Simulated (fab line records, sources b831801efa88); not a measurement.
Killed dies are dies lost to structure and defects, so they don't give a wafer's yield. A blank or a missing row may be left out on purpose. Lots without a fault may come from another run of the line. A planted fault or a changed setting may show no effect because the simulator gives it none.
One fault seen from 2 desks | flow sky130 | each desk has only its own numbers; what lay behind them comes last

THE TOOL OWNER'S DESK: krf_scanner-01
The tool's own readings at SKY_METAL3_EXPOSE_10 (exposes mask MM3, target cd 300 nm): means of the sampled wafers that have a number, for each lot that ran on this tool. A lot is out of limits, marked OUT, if its mean lies more than 4 standard deviations from the usual mean; the brackets give that distance.
Columns: A = focus_offset_nm at SKY_METAL3_EXPOSE_10, usual 0.0 nm
lot  | first seen here | A
L724 | day 39 04:39    | -0.1
L725 | day 39 20:34    | 0.1
L729 | day 40 09:40    | -0.4
L732 | day 40 19:11    | 0.7
L743 | day 43 23:31    | -0.1
L744 | day 44 00:41    | -0.5
L745 | day 44 03:10    | 0.5
This desk's finding: nothing out of limits on any of the 7 lots.

THE METROLOGY DESK
What the gauges read, lot by lot, whatever tool the lot ran on: means of the sampled wafers that have a number. A lot is out of limits, marked OUT, if its mean lies more than 4 standard deviations from the usual mean; the brackets give that distance.
Columns: A = LOCAL_INTERCONNECT_OVL at SKY_LOCAL_INTERCONNECT_OVL_MEAS_12, usual 0 nm; B = VIA2_OVL at SKY_VIA2_OVL_MEAS_13, usual -1 nm; C = cd_nm at SKY_METAL3_CD_MEAS_13, usual 300.1 nm
lot  | first seen here | A  | B  | C
L722 | day 30 01:24    | 2  | -4 | 297.9
L724 | day 31 21:25    | 1  | 4  | 299.0
L725 | day 32 11:33    | -3 | 1  | 288.8 (-8.1) OUT
L729 | day 33 01:26    | -1 | -8 | 288.1 (-8.6) OUT
L730 | day 33 08:05    | -0 | -5 | 300.4
L732 | day 33 12:26    | -7 | -2 | 290.0 (-7.2) OUT
L735 | day 34 13:36    | -5 | 3  | 301.6
L738 | day 34 21:35    | 1  | 2  | 301.7
L739 | day 34 22:35    | 5  | 2  | 299.9
L740 | day 35 17:03    | 2  | 3  | 299.1
L741 | day 36 10:06    | 4  | -1 | 297.6
L742 | day 36 22:54    | -1 | 5  | 299.2
L744 | day 36 23:05    | 3  | 0  | 299.7
L743 | day 36 23:40    | -5 | -5 | 301.3
L745 | day 37 01:43    | 0  | -7 | 298.9
This desk's finding: out of limits on L725, L729, L732; first on L725, day 40 08:25 (cd_nm at SKY_METAL3_CD_MEAS_13). In limits: L722, L724, L730, L735, L738, L739, L740, L741, L742, L744, L743, L745.

PUT TOGETHER
The metrology desk could have raised an alarm at day 40 08:25, on L725, L729, L732.
The tool owner's desk saw nothing out of limits.
The tool owner's desk has L725, L729, L732 on record, within its limits.
Of the lots named, all ran SKY_METAL3_EXPOSE_10 on krf_scanner-01.

WHAT THE SIMULATOR HAD PUT IN
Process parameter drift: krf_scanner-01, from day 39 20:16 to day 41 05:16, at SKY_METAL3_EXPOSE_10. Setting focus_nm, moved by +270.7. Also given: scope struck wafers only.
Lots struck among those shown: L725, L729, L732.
Hours from the fault's start to each desk's first reading out of limits: the metrology desk, 12.
